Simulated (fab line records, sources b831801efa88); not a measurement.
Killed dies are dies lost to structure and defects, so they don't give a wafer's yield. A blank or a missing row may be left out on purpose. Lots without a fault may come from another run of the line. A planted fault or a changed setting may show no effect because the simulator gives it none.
fab line records | flow gf180mcu | part 2 of 2: steps 33 to 45 of 45
record lots=5 wafers=15 last_day=34
route steps=602 shown VT_IMPLANT@115 MVSD@136 NWELL@137 LVPWELL@138 MVPSD@139 DUAL_GATE@141 POLY_GATE@157
lots that met no fault: from a run of the same line without faults
start_h: hours from the record's first day to the start of the lot's first wafer shown | wait_h: hours since the lot's step before | " the same as in the row above | L1.1+2: a row that stands for several wafers | - no value, or no start given | * or withheld: withheld | < > ~ a bound
route shown NAME@n: a module of which the file shows steps, and the number in the route of the first | usual: mean/standard deviation of fault-free wafers | same: alike in all rows | chamber/n: place in a boat | sites: the reading at each site | _std_site: their standard deviation | _edge_site: outer sites' mean less inner sites' | radius_mm: how far each site lies from the wafer's centre | mask NAME#n: copy n | behind: the tool/chamber that last shaped the wafer | hold: why the lot was held/for how many hours/how that ended | device: the transistor (n, p or np) that didn't switch | end of line: the same wafers' tests at the end of the route | a step without rows: its recipe alone | killed: dies lost to structure and defects at the first sort, not the wafer's yield | map: a wafer's dies, x killed, . not, _ none there
set.NAME: the setting as run; set.NAME@STEP: as run at that earlier step | model.NAME: the simulator's own value behind a step, which no gauge read
lots at some steps of the route; a table a step, a row a wafer
services: from which hour (start_h, from the record's first day; less than 0 if before it) a tool's chamber was out of use, for how many hours, and why
## steps
# step GF_DUAL_GATE_COAT_06
# recipe resist=NOVOLAK spin_rpm=3000 resist_thk_nm=1000
# columns lot.wafer tool chamber start_h wait_h
L074.2+3+6 litho_track-01 0 168.82 0.1
L075.4+5+6 litho_track-01 0 173.77 0.1
L090.2+3+5 litho_track-04 0 279.16 0.1
L093.3+4+6 litho_track-04 0 299.48 0.1
L094.1+5+6 litho_track-04 0 308.63 0.1
# step GF_DUAL_GATE_SOFTBAKE_07
# recipe temp_c=90 time_s=60 resist=NOVOLAK
# columns lot.wafer tool chamber start_h wait_h
L074.2+3+6 litho_track-01 0 168.97 0.1
L075.4+5+6 litho_track-01 0 173.92 0.1
L090.2+3+5 litho_track-04 0 279.31 0.1
L093.3+4+6 litho_track-04 0 299.63 0.1
L094.1+5+6 litho_track-04 0 308.78 0.1
# step GF_DUAL_GATE_EXPOSE_08
# recipe mask_id=Dualgate target_cd_nm=700 na=0.6 source_shape=conventional sigma_outer=0.6 dose_mj=140
# same sigma_outer=0.6
# columns lot.wafer tool chamber start_h wait_h mask
L074.2+3+6 iline_stepper-01 0 - - Dualgate#0
L075.4+5+6 iline_stepper-02 0 - - Dualgate#0
L090.2+3+5 iline_stepper-02 0 - - Dualgate#0
L093.3+4+6 iline_stepper-01 0 - - Dualgate#0
L094.1+5+6 iline_stepper-01 0 - - Dualgate#0
# step GF_DUAL_GATE_PEB_09
# recipe temp_c=withheld time_s=* resist=NOVOLAK
# columns lot.wafer tool chamber start_h wait_h
L074.2+3+6 litho_track-01 0 - -
L075.4+5+6 litho_track-01 0 - -
L090.2+3+5 litho_track-04 0 - -
L093.3+4+6 litho_track-02 0 - -
L094.1+5+6 litho_track-04 0 - -
# step GF_DUAL_GATE_DEVELOP_10
# recipe develop_time_s=57.49 dev_temp_c=23
# columns lot.wafer tool chamber start_h wait_h
L074.2+3+6 litho_track-01 0 177.27 0.1
L075.4+5+6 litho_track-01 0 181.67 0.1
L090.2+3+5 litho_track-04 0 289.01 0.1
L093.3+4+6 litho_track-02 0 310.14 0.1
L094.1+5+6 litho_track-04 0 318.78 0.1
# step GF_DUAL_GATE_OVL_MEAS_11
# usual DUAL_GATE_OVL=0.1/1.2
# columns lot.wafer tool chamber start_h wait_h DUAL_GATE_OVL[nm]
L074.2 overlay-01 - 177.40 0.1 -0.6
L074.3 " - " " -0.5
L074.6 " - " " 1.1
L075.4 overlay-02 - 181.76 0.1 1.1
L075.5 " - " " 2.3
L075.6 " - " " 0.2
L090.2 overlay-02 - 289.14 0.1 -1.4
L090.3 " - " " -1.3
L090.5 " - " " -1.5
L093.3 overlay-02 - 310.25 0.1 0.4
L093.4 " - " " 0.8
L093.6 " - " " 0.1
L094.1 overlay-02 - 318.93 0.1 -0.3
L094.5 " - " " -2.2
L094.6 " - " " -2.7
# step GF_DUAL_GATE_WET_ETCH_12
# recipe chemistry=dHF target_depth_nm=13 dry=n2_spin target=SiO2 temp_c=25 dilution=100:1 time_s=260
# columns lot.wafer tool chamber start_h wait_h
L074.2+3+6 wet_bench-02 1 177.43 0.0
L075.4+5+6 wet_bench-04 1 181.78 0.0
L090.2+3+5 wet_bench-01 3 289.17 0.0
L093.3+4+6 wet_bench-04 0 310.28 0.0
L094.1+5+6 wet_bench-02 0 318.97 0.0
# step GF_DUAL_GATE_STRIP_13
# recipe chemistry=O2/N2 power_w=1400 pressure_mtorr=1500 platen_temp_c=250 o2_flow_sccm=3000 n2_flow_sccm=300 overash_fraction=0.5
# usual drypump_motor_current_A=5.8/0.52 heater_power_w=334/32 oes_product_au=0.716/0.005 strip_time_to_endpoint_s=12.63/0.037
# columns lot.wafer tool chamber start_h wait_h drypump_motor_current_A heater_power_w oes_product_au rf_hours_counter_h strip_time_to_endpoint_s
L074.2 plasma_asher-02 1 177.51 0.0 5.2 332 0.710 7 12.62
L074.3 " 0 " " 6.2 355 0.725 - 12.61
L074.6 " 0 " " 6.2 342 0.721 - 12.62
L075.4 plasma_asher-02 1 181.89 0.0 5.2 314 0.719 - 12.63
L075.5 " 0 " " 6.2 345 0.709 - 12.61
L075.6 " 1 " " 5.2 327 0.712 - 12.61
L090.2 plasma_asher-01 0 289.25 0.0 5.1 406 0.712 62 12.58
L090.3 " 0 " " 5.1 399 0.718 - 12.62
L090.5 " 1 " " 5.7 336 0.710 - 12.58
L093.3 plasma_asher-01 1 310.39 0.0 5.7 327 0.712 - 12.58
L093.4 " 0 " " 5.1 406 0.714 - 12.57
L093.6 " 1 " " 5.7 336 0.720 - 12.56
L094.1 plasma_asher-04 0 319.05 0.0 5.9 314 0.720 49 12.62
L094.5 " 0 " " 5.8 324 0.715 - 12.59
L094.6 " 1 " " 6.6 292 0.719 - 12.57
# step GF_DUAL_GATE_CLEAN_14
# recipe chemistry=SC1/SC2 mix=1:4:20 temp_c=70 time_s=150 dry=n2_spin
# columns lot.wafer tool chamber start_h wait_h
L074.2+3+6 wet_bench-01 3 177.61 0.1
L075.4+5+6 wet_bench-01 2 181.96 0.0
L090.2+3+5 wet_bench-02 2 289.35 0.1
L093.3+4+6 wet_bench-04 2 310.46 0.0
L094.1+5+6 wet_bench-04 3 319.15 0.1
# step GF_DUAL_GATE_OXIDATION_15
# recipe temp_c=850 ambient=O2 stabilise_s=600 purge_s=300 target_thk_a=70.98 ox_time_s=1995
# usual tube_center_temp_C=849.99/0.079
# same purge_s=300
# columns lot.wafer tool chamber start_h wait_h tube_center_temp_C
L074.2 furnace-01 0 179.95 2.3 850.02
L074.3 " 0 " " 850.08
L074.6 " 0 " " 850.01
L075.4 furnace-01 0 184.34 2.3 849.87
L075.5 " 0 " " 849.9
L075.6 " 0 " " 849.89
L090.2 furnace-02 0 289.41 0.0 850.11
L090.3 " 0 " " 850.05
L090.5 " 0 " " 849.87
L093.3 furnace-01 0 311.51 1.0 849.97
L093.4 " 0 " " 850.03
L093.6 " 0 " " 849.96
L094.1 furnace-01 0 319.20 0.0 849.83
L094.5 " 0 " " 849.92
L094.6 " 0 " " 849.99
# step GF_POLY_GATE_CVD_00
# recipe material=poly-Si target_thk_nm=200 temp_c=620 time_s=1200 pressure_mtorr=200
# columns lot.wafer tool chamber start_h wait_h
L074.2+3+6 lpcvd-02 1 181.50 0.0
L075.4+5+6 lpcvd-02 1 185.90 0.0
L090.2+3+5 lpcvd-02 0 290.96 0.0
L093.3+4+6 lpcvd-01 1 313.07 0.0
L094.1+5+6 lpcvd-01 1 320.75 0.0
# step GF_POLY_GATE_THK_MEAS_01
# recipe reads=poly-Si_of_POLY_GATE_CVD_00
# usual POLY_GATE_CVD_00_THK=199.9/2.1
# columns lot.wafer tool chamber start_h wait_h POLY_GATE_CVD_00_THK[nm]
L074.2 film_metro-04 - 182.85 0.0 199.4
L074.3 " - " " 201.7
L074.6 " - " " 200.1
L075.4 film_metro-04 - 187.26 0.0 196.6
L075.5 " - " " 197.7
L075.6 " - " " 198.1
L090.2 film_metro-01 - 292.30 0.0 201.1
L090.3 " - " " 203.7
L090.5 " - " " 201.7
L093.3 film_metro-03 - 314.42 0.0 199.2
L093.4 " - " " 198.8
L093.6 " - " " 199.8
L094.1 film_metro-04 - 322.09 0.0 200.6
L094.5 " - " " 198.3
L094.6 " - " " 200.2
# step GF_POLY_GATE_DEHYDRATE_02
# recipe temp_c=200 time_s=60
# columns lot.wafer tool chamber start_h wait_h
L074.2+3+6 litho_track-01 0 190.27 7.4
L075.4+5+6 litho_track-04 0 195.21 7.9
L090.2+3+5 litho_track-03 0 301.73 9.4
L093.3+4+6 litho_track-03 0 324.50 10.1
L094.1+5+6 litho_track-04 0 332.08 10.0
## services
# columns tool chamber start_h hours kind
plasma_asher-02 - 114.79 4.6 repair
plasma_asher-02 - 124.48 2.1 repair
plasma_asher-01 - 137.54 15.6 pm
iline_stepper-02 - 156.96 4.0 repair
wet_bench-02 - 168.70 5.8 repair
furnace-02 - 169.52 6.2 pm
implanter-04 - 174.74 4.8 pm
furnace-01 - 176.84 3.1 pm
implanter-02 - 177.55 5.1 pm
implanter-04 - 181.69 2.8 repair
plasma_asher-03 - 192.46 4.5 repair
wet_bench-02 - 199.63 1.9 pm
iline_stepper-01 - 205.07 1.7 pm
plasma_asher-01 - 230.66 0.5 repair
plasma_asher-02 - 238.25 0.7 repair
plasma_asher-01 - 244.93 3.0 repair
iline_stepper-02 - 251.45 3.6 repair
plasma_asher-01 - 264.39 1.0 repair
furnace-01 - 265.58 3.4 pm
implanter-02 - 286.46 18.5 pm
wet_bench-01 - 305.97 1.9 pm
plasma_asher-02 - 307.55 3.5 repair
iline_stepper-02 - 309.29 1.7 pm
plasma_asher-03 - 329.96 28.1 pm
